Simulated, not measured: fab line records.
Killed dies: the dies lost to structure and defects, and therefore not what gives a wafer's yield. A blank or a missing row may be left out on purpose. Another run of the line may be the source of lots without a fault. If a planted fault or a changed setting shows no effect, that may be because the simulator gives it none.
A struck lot beside a sound one | flow sky130 | 18 steps out of a route of 708
Sound: the wafers L688.3, L688.5, L688.6. Struck: wafers L702.1, L702.3. The cause is named last.
Per side, at each step with rows, come the tool, then ch with its chambers, and then its first start. Under that, the readings that differ: sound wafers | struck wafers | difference of the means | sigmas: that difference in standard deviations of wafers without a fault.
alike: readings with means less than 2 such deviations apart, plus words and numbers identical on both sides. not compared: withheld readings, readings lacking a value on some wafer, bounds such as >300 that could conceal the same value, and numbers that have no deviation in the record and whose values overlap.
Wherever a step has rows on one side only, a row that says differs or no value, or a row with sigmas, the two part there. Non-overlapping numbers with no deviation appear without sigmas and do not part them. A reading that every wafer of one side lacks parts them only if that side has two wafers or more.

first, 2 steps without rows for these wafers: SKY_CONTACT_PEB_12; SKY_CONTACT_DEVELOP_13 (develop time 60 s).
SKY_CONTACT_CD_MEAS_14: target cd 170 nm.
  sound on cd-sem-02 at day 32 07:07; struck on cd-sem-02 at day 36 15:59
  alike: cd-nm
SKY_CONTACT_OVL_MEAS_15:
  sound on overlay-02 at day 32 07:13; struck on overlay-02 at day 36 16:06
  alike: CONTACT_OVL
SKY_CONTACT_ETCH_16: etches BARC in N2/H2, stops on SiO2, time 45.9 s, target depth 60 nm.
  sound on rie-diel-03 ch 0,1,2, day 32 07:14; struck on rie-diel-01 ch 1,2, day 36 16:08
  alike: drypump-motor-current-A, oes-product-au, throttle-valve-pct
  not compared: rf-hours-counter-h
SKY_CONTACT_ETCH_17: etches SiO2 in C4F8/O2/Ar, stops on Si3N4, target depth 340 nm.
  sound on rie-diel-03 ch 0,1,2, day 32 07:17; struck on rie-diel-01 ch 1,2, day 36 16:11
  alike: oes-product-au
then, 1 step without rows for these wafers: SKY_CONTACT_ETCH_18 (etches Si3N4 in CHF3/O2, stops on TiN, time 39 s, target depth 75 nm).
SKY_CONTACT_STRIP_19: strips in O2/N2.
  sound on plasma-asher-01 ch 0,1, day 32 07:25; struck on plasma-asher-04 ch 0, day 36 16:16
  reading                     | sound       | struck  | difference | sigmas
  drypump-motor-current-A (A) | 5.9 5.9 5.9 | 4.8 4.8 | -1.1       | -3
  alike: oes-product-au, strip-time-to-endpoint-s
  not compared: rf-hours-counter-h
then, 3 steps without rows for these wafers: SKY_CONTACT_STRIP_20 (strips in post etch residue remover, time 1200 s); SKY_CONTACT_CLEAN_21 (cleans in IPA, time 180 s); SKY_CONTACT_CLEAN_22 (cleans in O3/DIW).
SKY_CONTACT_SPUTTER_23: material TiN, target thk 20 nm, time 80 s.
  sound on pvd-sputter-02 at day 32 07:58; struck on pvd-sputter-04 at day 36 16:59
  alike: throttle-valve-pct
SKY_CONTACT_CVD_24: deposits W, target thk 340 nm, time 102.12 s.
  sound on cvd-w-02 ch 0, day 32 08:06; struck on cvd-w-02 ch 1, day 36 17:02
  reading                               | sound           | struck      | difference | sigmas
  model.W_of_CONTACT_CVD_24.thk-nm (nm) | 339.7 340 344.1 | 266.6 266.1 | -74.9      |
  alike: chamber-pressure-Torr, heater-power-w
SKY_CONTACT_RS_MEAS_25: a four-point-probe measurement.
  sound on film-metro-02 at day 32 08:17; struck on film-metro-02 at day 36 17:09
  reading               | sound             | struck      | difference | sigmas
  CONTACT_W_RS (ohm/sq) | 0.338 0.337 0.333 | 0.431 0.433 | +0.096     | +29
SKY_CONTACT_THK_MEAS_26: measures by xrf.
  sound on film-metro-02 at day 32 08:23; struck on film-metro-02 at day 36 17:16
  reading            | sound       | struck  | difference | sigmas
  CONTACT_W_THK (nm) | 331 331 331 | 262 263 | -68        | -19
SKY_CONTACT_CMP_27: polishes, stops on SiO2, t overpolish 15 s, target thk 0 nm.
  sound on cmp-01 ch 0,1,2, day 32 08:34; struck on cmp-02 ch 0,2, day 36 17:20
  reading                | sound          | struck    | difference | sigmas
  time-to-endpoint-s (s) | 82.1 81.6 85.7 | 62.3 61.1 | -21.4      | -7
  alike: motor-current-A
SKY_METAL1_SPUTTER_00: material Ti, target thk 15 nm, time 10 s.
  sound on pvd-sputter-04 at day 32 08:46; struck on pvd-sputter-01 at day 36 17:38
  alike: throttle-valve-pct
SKY_PAD_OPEN_PROBE_99:
  the record has rows for the sound wafers here (prober-01, day 46 08:32) and none for the struck ones

== WHERE THEY PART ==
Earliest at SKY_CONTACT_STRIP_19; latest, in this record, at SKY_PAD_OPEN_PROBE_99.

WHY: what had been put in by the simulator
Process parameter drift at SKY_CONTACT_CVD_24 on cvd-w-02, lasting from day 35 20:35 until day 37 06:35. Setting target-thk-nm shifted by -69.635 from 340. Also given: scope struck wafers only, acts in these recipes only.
